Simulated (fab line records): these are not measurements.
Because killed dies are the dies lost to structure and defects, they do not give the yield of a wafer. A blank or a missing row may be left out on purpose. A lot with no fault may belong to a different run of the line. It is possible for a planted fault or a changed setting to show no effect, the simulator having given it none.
Problem report, 8D (eight disciplines) form, completed by code + flow gf180mcu + the parts of the form that need people (team, actions taken, sign-off) are left out

1. WHAT IS WRONG
Wafers with no fault read 0.855 a.u. with a standard deviation of 0.0046, whereas oes-product-au at GF_V4_ETCH_17 reads a mean of 0.813 a.u. on 1 wafer of 1 lot. That is -9.1 standard deviations from the usual mean.
The step: etches SiO2 in C4F8/O2/Ar, stops on TiN, target depth 630 nm.
The step gives no start for some of these wafers. At this step, 36 wafers from 12 lots have a number in the record. Rule for "out", or "out of limits": more than 4 standard deviations from the usual mean. Any other wafer with a number is counted as sound.

2. WHAT IT IS; WHAT IT IS NOT
| question                    | is             | is not                                                           |
|-----------------------------|----------------|------------------------------------------------------------------|
| which readings at this step | oes-product-au | -                                                                |
| which lots                  | L230           | L221, L223, L225, L233, L236, L238, L239, L240, L242, L243, L244 |
| which wafers of those lots  | L230.2         | L230.1, L230.4                                                   |
| read on which tools         | rie-diel-03    | rie-diel-02, rie-diel-04                                         |

3. SUSPECTS, AND WHAT RULES EACH OUT
Counting: a tool at a process step up to the reading stays a suspect if it ran every lot that is out. Sound lots after the first of them don't rule it out here, since some wafers of a struck lot are sound.
- pvd-sputter-04 at GF_M4_SPUTTER_03 (material Ti, target thk 10 nm, time 6.7 s): kept. It ran the lot that is out, L230 (day 25 17:35).
- cmp-01 at GF_V4_CMP_04 (polishes SiO2): kept. The lot that is out, L230, ran on it at day 26 15:02; the last sound lot it ran before that was L225, at day 24 22:46.
- rie-diel-03 at GF_V4_ETCH_17 (etches SiO2 in C4F8/O2/Ar, stops on TiN, target depth 630 nm): kept. It ran the lot that is out, L230 (day 31 16:46). Its own oes-product-au readings are out on those wafers. With no start given for some of its lots, GF_V4_ETCH_17 uses the hours and lot order of GF_PASSIVATION_PROBE_99.
- Within cmp-01 at GF_V4_CMP_04: the wafers that are out ran in chamber 0; their sound lot-mates ran in chambers 2, 3.
- Within rie-diel-03 at GF_V4_ETCH_17: the wafers that are out ran in chamber 3; their sound lot-mates ran in chambers 1, 2.
Still standing after the count: pvd-sputter-04 at GF_M4_SPUTTER_03, cmp-01 at GF_V4_CMP_04, rie-diel-03 at GF_V4_ETCH_17.

4. THE CAUSE (what the simulator had put in)
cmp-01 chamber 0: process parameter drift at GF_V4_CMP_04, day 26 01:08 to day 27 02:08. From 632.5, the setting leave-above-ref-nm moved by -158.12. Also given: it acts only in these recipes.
Counting left 3 suspects, and this tool is among them.

5. SEQUENCE OF EFFECTS, ordered by route
Each row: a reading whose mean over the struck wafers that have a number lies more than 3 standard deviations from the usual. Scope: only readings with a usual standard deviation given in the record; hours: median across lots of the time from each lot's start at the first step in this table that gives one to its start at this step; sigmas: change in usual standard deviations.
| hours | step          | reading            | usual      | on struck wafers | change | sigmas |
|-------|---------------|--------------------|------------|------------------|--------|--------|
| 0     | GF_V4_CMP_04  | time-to-endpoint-s | 82 s       | 103              | +21    | +3.3   |
| -     | GF_V4_ETCH_17 | oes-product-au     | 0.855 a.u. | 0.813            | -0.042 | -9.1   |
Its process steps:
- GF_V4_CMP_04: polishes SiO2.
- GF_V4_ETCH_17: etches SiO2 in C4F8/O2/Ar, stops on TiN, target depth 630 nm.

6. HOW IT WOULD HAVE BEEN CAUGHT EARLIER
Of the tool readings at GF_V4_CMP_04 for which the record gives a usual standard deviation, none was out on any struck wafer, so an alarm limit of 4 standard deviations on them would not have fired.
